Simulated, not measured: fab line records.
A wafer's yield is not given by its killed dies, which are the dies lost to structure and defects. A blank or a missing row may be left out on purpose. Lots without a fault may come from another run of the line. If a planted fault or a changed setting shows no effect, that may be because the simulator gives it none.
fab line records	flow sfqLine
record lots=15	wafers=45	lastDay=100
route steps=325 shown M4@150 I4@163 JJ@188
lots that met no fault: from a run of the same line without faults
startH: the number of hours between the record's first day and the start of the first shown wafer of the lot	waitH: how many hours have passed since the lot's step before this one	" repeats the value in the row above	L1.1+2: one row covering several wafers at once	- no value, or no start given	* or withheld: withheld	< > ~ a bound
route shown NAME@n: names a module that has steps shown in the file, with the first one's number in the route	usual: mean/standard deviation of fault-free wafers	same: alike in all rows	chamber/n: place in a boat	sites: per-site readings	_std_site: how widely they spread, as a standard deviation	_edge_site: inner sites' mean taken away from outer sites' mean	radiusMm: for every site, how far away it sits from the centre of the wafer	mask NAME#n: copy n	behind: tool/chamber where the wafer was last shaped	hold: cause of the lot's hold/its duration in hours/its outcome	device: names the non-switching transistor (n, p or np)	end of line: the tests these same wafers got at the end of their route	a step with no rows: only its recipe	killed: at the first sort, the dies lost to defects and structure; wafer yield is something else	map: per-die view of a wafer (x killed, . not killed, _ where there is no die)
set.NAME: the setting the step ran with; set.NAME@STEP: the setting that earlier step ran with	model.NAME: the simulator's own value behind a step, which no gauge read
route steps across a sampled set of lots; one table per step, one row per wafer
services: when a tool's chamber went out of use (startH, in hours from the record's first day, below 0 if earlier), for how many hours, and the reason
## steps
# step SFQ_M4_RS_MEAS_924
# recipe thkMeasGauge=four-point-probe	reads=Nb_of_TRILAYER_M4_DEP_SPUTTER_091
# usual M4_NB_RS=0.890/0.0079
lot.wafer	tool	chamber	startH	waitH	M4_NB_RS[ohm/sq]
L172.1	filmMetro-04	-	1225.29	0.0	0.894
L172.3	"	-	"	"	0.881
L172.5	"	-	"	"	0.876
L173.2	filmMetro-02	-	1231.75	0.1	0.887
L173.4	"	-	"	"	0.898
L173.6	"	-	"	"	0.887
L174.2	filmMetro-01	-	1241.33	0.1	0.889
L174.3	"	-	"	"	0.896
L174.6	"	-	"	"	0.905
L175.2	filmMetro-02	-	1250.46	0.1	0.876
L175.4	"	-	"	"	0.870
L175.6	"	-	"	"	0.873
L176.1	filmMetro-02	-	1257.64	0.0	0.889
L176.4	"	-	"	"	0.886
L176.5	"	-	"	"	0.889
L177.1	filmMetro-04	-	1289.28	0.0	0.892
L177.4	"	-	"	"	0.893
L177.5	"	-	"	"	0.891
L179.1	filmMetro-04	-	1303.36	0.0	0.886
L179.2	"	-	"	"	0.906
L179.4	"	-	"	"	0.886
L180.3	filmMetro-04	-	1320.20	0.1	0.884
L180.4	"	-	"	"	0.884
L180.6	"	-	"	"	0.894
L182.3	filmMetro-04	-	1339.40	0.1	0.908
L182.4	"	-	"	"	0.886
L182.6	"	-	"	"	0.900
L185.1	filmMetro-02	-	1354.96	0.0	0.894
L185.2	"	-	"	"	0.881
L185.5	"	-	"	"	0.885
L186.2	filmMetro-04	-	1362.18	0.1	0.898
L186.3	"	-	"	"	0.894
L186.4	"	-	"	"	0.894
L190.3	filmMetro-04	-	1382.60	0.1	0.876
L190.4	"	-	"	"	0.896
L190.6	"	-	"	"	0.893
L191.3	filmMetro-04	-	1387.40	0.1	0.901
L191.4	"	-	"	"	0.896
L191.6	"	-	"	"	0.899
L192.2	filmMetro-04	-	1388.70	0.1	0.901
L192.3	"	-	"	"	0.893
L192.4	"	-	"	"	0.893
L193.1	filmMetro-02	-	1389.88	0.0	0.884
L193.4	"	-	"	"	0.870
L193.5	"	-	"	"	0.882
# step SFQ_TRILAYER_I4_DEP_PECVD_099
# recipe material=SiO2	tempC=150	timeS=111.11	pressureTorr=2.4	rfW=183.3	precursor=SiH4/N2O	targetThkNm=500
# usual chamberPressureTorr=2.399/0.0055	heaterPowerW=82/16	showerheadVppV=815/39	throttleValvePct=23.6/0.74
lot.wafer	tool	chamber	startH	waitH	chamberPressureTorr	heaterPowerW	showerheadVppV	throttleValvePct
L172.1	pecvd-02	1	1370.47	0.0	2.402	59	827	23.2
L172.3	"	2	"	"	2.399	92	756	23.9
L172.5	"	2	"	"	2.394	94	778	24.2
L173.2	pecvd-04	0	1377.83	0.0	2.395	93	787	23.3
L173.4	"	1	"	"	2.405	64	860	23.8
L173.6	"	0	"	"	2.399	99	799	23.5
L174.2	pecvd-04	0	1383.67	0.0	2.390	103	789	23.3
L174.3	"	1	"	"	2.399	71	848	24.0
L174.6	"	1	"	"	2.399	57	850	23.7
L175.2	pecvd-02	2	1390.87	0.0	2.400	106	773	24.3
L175.4	"	2	"	"	2.399	86	769	24.2
L175.6	"	1	"	"	2.384	62	832	23.4
L176.1	pecvd-02	2	1398.07	0.0	2.393	89	767	24.2
L176.4	"	0	"	"	2.398	67	809	24.3
L176.5	"	1	"	"	2.402	57	821	23.6
L177.1	pecvd-02	2	1421.00	0.0	2.406	99	780	24.2
L177.4	"	2	"	"	2.401	102	785	24.3
L177.5	"	1	"	"	2.395	60	829	23.7
L179.1	pecvd-02	1	1435.40	0.0	2.420	65	829	23.4
L179.2	"	0	"	"	2.402	62	808	24.4
L179.4	"	1	"	"	2.405	52	812	23.4
L180.3	pecvd-03	2	1447.40	0.0	2.396	88	920	23.0
L180.4	"	2	"	"	2.398	93	897	23.1
L180.6	"	0	"	"	2.396	96	830	23.2
L182.3	pecvd-02	0	1469.37	0.0	2.399	69	815	24.4
L182.4	"	2	"	"	2.402	105	785	24.3
L182.6	"	0	"	"	2.405	71	818	24.7
L185.1	pecvd-02	0	1484.50	0.0	2.402	69	818	24.5
L185.2	"	2	"	"	2.402	103	780	24.2
L185.5	"	0	"	"	2.395	73	815	24.7
L186.2	pecvd-03	1	1490.76	0.0	2.408	89	778	22.3
L186.3	"	0	"	"	2.395	94	825	23.7
L186.4	"	2	"	"	2.395	92	900	22.9
L190.3	pecvd-02	0	1504.73	0.0	2.411	62	805	24.7
L190.4	"	1	"	"	2.396	64	820	23.5
L190.6	"	0	"	"	2.404	65	797	24.6
L191.3	pecvd-02	0	1509.52	0.0	2.401	71	813	24.8
L191.4	"	1	"	"	2.398	60	821	23.7
L191.6	"	0	"	"	2.398	73	806	24.7
L192.2	pecvd-04	2	1511.92	0.0	2.398	91	793	22.7
L192.3	"	1	"	"	2.403	65	839	24.1
L192.4	"	1	"	"	2.404	67	880	24.1
L193.1	pecvd-03	2	1513.12	0.0	2.391	107	896	23.1
L193.4	"	1	"	"	2.403	83	790	22.5
L193.5	"	0	"	"	2.391	93	820	23.7
# step SFQ_TRILAYER_I4_VIA_BARC_OPEN_VIA_ETCH_146
# recipe maskMaterial=PR	chemistry=O2	targetDepthNm=125	target=BARC	sourceW=500	biasW=80	pressureMtorr=30	timeS=41.7
# usual drypumpMotorCurrentA=5.8/0.42	oesProductAu=0.686/0.0045
lot.wafer	tool	chamber	startH	waitH	drypumpMotorCurrentA	oesProductAu	rfHoursCounterH
L172.1	rieDiel-04	3	1377.83	0.0	5.7	0.687	9
L172.3	"	0	"	"	6.2	0.685	17
L172.5	"	3	"	"	5.7	0.688	-
L173.2	rieDiel-02	0	1384.51	0.0	6.7	0.685	9
L173.4	"	3	"	"	5.5	0.684	14
L173.6	"	0	"	"	6.7	0.687	-
L174.2	rieDiel-01	1	1391.24	0.0	6.1	0.693	6
L174.3	"	0	"	"	5.9	0.682	10
L174.6	"	3	"	"	5.2	0.685	-
L175.2	rieDiel-01	1	1398.47	0.0	6.2	0.688	6
L175.4	"	3	"	"	5.2	0.685	14
L175.6	"	1	"	"	6.1	0.685	-
L176.1	rieDiel-04	3	1405.68	0.0	5.7	0.687	10
L176.4	"	0	"	"	6.2	0.682	18
L176.5	"	0	"	"	6.2	0.684	-
L177.1	rieDiel-04	2	1429.71	0.0	5.6	0.680	19
L177.4	"	3	"	"	5.7	0.683	10
L177.5	"	0	"	"	6.2	0.698	-
L179.1	rieDiel-04	3	1442.08	0.0	5.7	0.685	10
L179.2	"	1	"	"	6.0	0.686	11
L179.4	"	2	"	"	5.6	0.689	19
L180.3	rieDiel-04	2	1455.41	0.0	5.6	0.689	19
L180.4	"	0	"	"	6.2	0.692	19
L180.6	"	3	"	"	5.7	0.686	-
L182.3	rieDiel-01	3	1477.13	0.0	5.2	0.676	16
L182.4	"	1	"	"	6.1	0.684	8
L182.6	"	1	"	"	6.1	0.691	-
L185.1	rieDiel-02	0	1573.48	0.0	6.7	0.691	12
L185.2	"	2	"	"	6.1	0.684	9
L185.5	"	0	"	"	6.7	0.690	-
L186.2	rieDiel-04	3	1577.08	0.0	5.7	0.685	12
L186.3	"	0	"	"	6.2	0.687	0
L186.4	"	2	"	"	5.6	0.684	1
L190.3	rieDiel-02	1	1589.08	0.0	5.6	0.683	14
L190.4	"	2	"	"	6.2	0.685	9
L190.6	"	2	"	"	6.2	0.684	-
L191.3	rieDiel-02	1	1595.08	0.0	5.6	0.680	15
L191.4	"	0	"	"	6.7	0.691	13
L191.6	"	3	"	"	5.5	0.684	-
L192.2	rieDiel-04	0	1598.68	0.0	6.2	0.695	1
L192.3	"	3	"	"	5.7	0.685	13
L192.4	"	1	"	"	6.0	0.687	13
L193.1	rieDiel-02	2	1599.88	0.0	6.2	0.682	9
L193.4	"	0	"	"	6.7	0.685	13
L193.5	"	1	"	"	5.6	0.681	-
# step SFQ_TRILAYER_JJ_CE_LITHO_EXPOSE_115
# recipe maskId=J5	na=0.6	sourceShape=conventional	sigmaOuter=0.65	targetCdNm=700	doseMj=14.4
lot.wafer	tool	chamber	startH	waitH	mask
L172.1+3+5	krfScanner-01	0	1498.28	-	J5#0
L173.2+4+6	krfScanner-02	0	1506.02	-	J5#0
L174.2+3+6	krfScanner-02	0	1513.22	-	J5#0
L175.2+4+6	krfScanner-02	0	1519.22	-	J5#0
L176.1+4+5	krfScanner-02	0	1525.02	-	J5#0
L177.1+4+5	krfScanner-01	0	1535.95	-	J5#0
L179.1+2+4	krfScanner-01	0	1546.75	-	J5#0
L180.3+4+6	krfScanner-01	0	1551.95	-	J5#0
L182.3+4+6	krfScanner-01	0	1561.55	-	J5#0
L185.1+2+5	krfScanner-02	0	1576.67	-	J5#0
L186.2+3+4	krfScanner-02	0	1580.34	-	J5#0
L190.3+4+6	krfScanner-02	0	1593.54	-	J5#0
L191.3+4+6	krfScanner-02	0	1603.79	-	J5#0
L192.2+3+4	krfScanner-02	0	1605.99	-	J5#0
L193.1+4+5	krfScanner-02	0	1608.19	-	J5#0
# step SFQ_TRILAYER_JJ_CE_METRO_MEASURE_117
# usual cdNm=700.0/1.1
lot.wafer	tool	chamber	startH	waitH	cdNm
L172.1	cdSem-02	-	1499.82	0.0	699.2
L172.3	"	-	"	"	699.8
L172.5	"	-	"	"	699.8
L173.2	cdSem-01	-	1507.56	0.2	699.4
L173.4	"	-	"	"	701.6
L173.6	"	-	"	"	701.2
L174.2	cdSem-02	-	1514.76	0.2	700.0
L174.3	"	-	"	"	698.8
L174.6	"	-	"	"	699.9
L175.2	cdSem-01	-	1520.76	0.2	699.2
L175.4	"	-	"	"	699.6
L175.6	"	-	"	"	700.9
L176.1	cdSem-02	-	1526.56	0.0	699.7
L176.4	"	-	"	"	698.8
L176.5	"	-	"	"	699.6
L177.1	cdSem-01	-	1537.48	0.0	698.9
L177.4	"	-	"	"	700.0
L177.5	"	-	"	"	697.1
L179.1	cdSem-01	-	1548.28	0.0	699.5
L179.2	"	-	"	"	700.2
L179.4	"	-	"	"	699.0
L180.3	cdSem-02	-	1553.48	0.4	701.1
L180.4	"	-	"	"	701.1
L180.6	"	-	"	"	702.1
L182.3	cdSem-02	-	1563.08	0.4	701.1
L182.4	"	-	"	"	700.4
L182.6	"	-	"	"	700.4
L185.1	cdSem-01	-	1578.20	0.0	699.9
L185.2	"	-	"	"	700.3
L185.5	"	-	"	"	699.8
L186.2	cdSem-02	-	1581.88	0.2	699.3
L186.3	"	-	"	"	699.8
L186.4	"	-	"	"	700.1
L190.3	cdSem-02	-	1595.08	0.4	698.9
L190.4	"	-	"	"	699.6
L190.6	"	-	"	"	698.9
L191.3	cdSem-01	-	1605.33	0.4	692.9
L191.4	"	-	"	"	692.5
L191.6	"	-	"	"	689.4
L191.3	cdSem-01	-	1606.70	1.2	693.2
L191.4	"	-	"	"	693.1
L191.6	"	-	"	"	689.1
L192.2	cdSem-02	-	1607.53	0.2	696.3
L192.3	"	-	"	"	690.2
L192.4	"	-	"	"	691.4
L192.2	cdSem-02	-	1608.90	1.2	696.3
L192.3	"	-	"	"	690.2
L192.4	"	-	"	"	691.5
L193.1	cdSem-01	-	1609.73	0.0	691.9
L193.4	"	-	"	"	696.7
L193.5	"	-	"	"	687.9
L193.1	cdSem-01	-	1611.10	1.2	691.8
L193.4	"	-	"	"	696.7
L193.5	"	-	"	"	688.0
## services
tool	chamber	startH	hours	kind
pecvd-02	-	1356.46	1.3	repair
cdSem-02	-	1375.31	0.5	pm
cdSem-01	-	1399.99	2.2	pm
cdSem-01	-	1409.26	5.7	repair
krfScanner-02	-	1412.38	1.0	pm
cdSem-01	-	1414.93	1.4	pm
krfScanner-02	-	1425.54	1.3	pm
cdSem-02	-	1451.68	0.5	pm
cdSem-02	-	1455.64	1.1	pm
krfScanner-02	-	1458.23	0.8	pm
pecvd-02	1	1470.27	16.0	repair
krfScanner-02	-	1489.68	4.0	pm
pecvd-02	1	1512.68	3.6	repair
cdSem-02	-	1518.82	0.3	pm
cdSem-01	-	1526.24	0.6	pm
krfScanner-02	-	1528.01	0.3	repair
cdSem-02	-	1559.31	0.7	pm
cdSem-01	-	1563.74	1.1	pm
krfScanner-02	-	1581.34	1.0	pm
cdSem-01	-	1583.99	1.0	pm
krfScanner-02	-	1595.56	4.1	repair
krfScanner-02	-	1598.30	0.9	repair
cdSem-01	-	1598.80	0.4	pm
krfScanner-02	-	1600.89	1.3	pm
## key
firstSign step=SFQ_TRILAYER_JJ_CE_METRO_MEASURE_117	reading=visit	direction=added
effect step=SFQ_TRILAYER_JJ_CE_METRO_MEASURE_117	reading=cdNm	direction=down	sigmas=7.1	usual=700.0	struck=692.2
metAt SFQ_TRILAYER_JJ_CE_LITHO_EXPOSE_115
struckLots L191,L192,L193
notActingAt SFQ_M4_RS_MEAS_924,SFQ_TRILAYER_I4_DEP_PECVD_099,SFQ_TRILAYER_I4_VIA_BARC_OPEN_VIA_ETCH_146
onsetBetween 1593.54 1603.79
alsoFits time
fault kind=processParameterDrift	tool=krfScanner-02	chamber=-	onsetH=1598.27	steps=SFQ_TRILAYER_JJ_CE_LITHO_EXPOSE_115	channel=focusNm	offset=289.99	spreadByWafer=0.3	shape=step	endH=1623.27
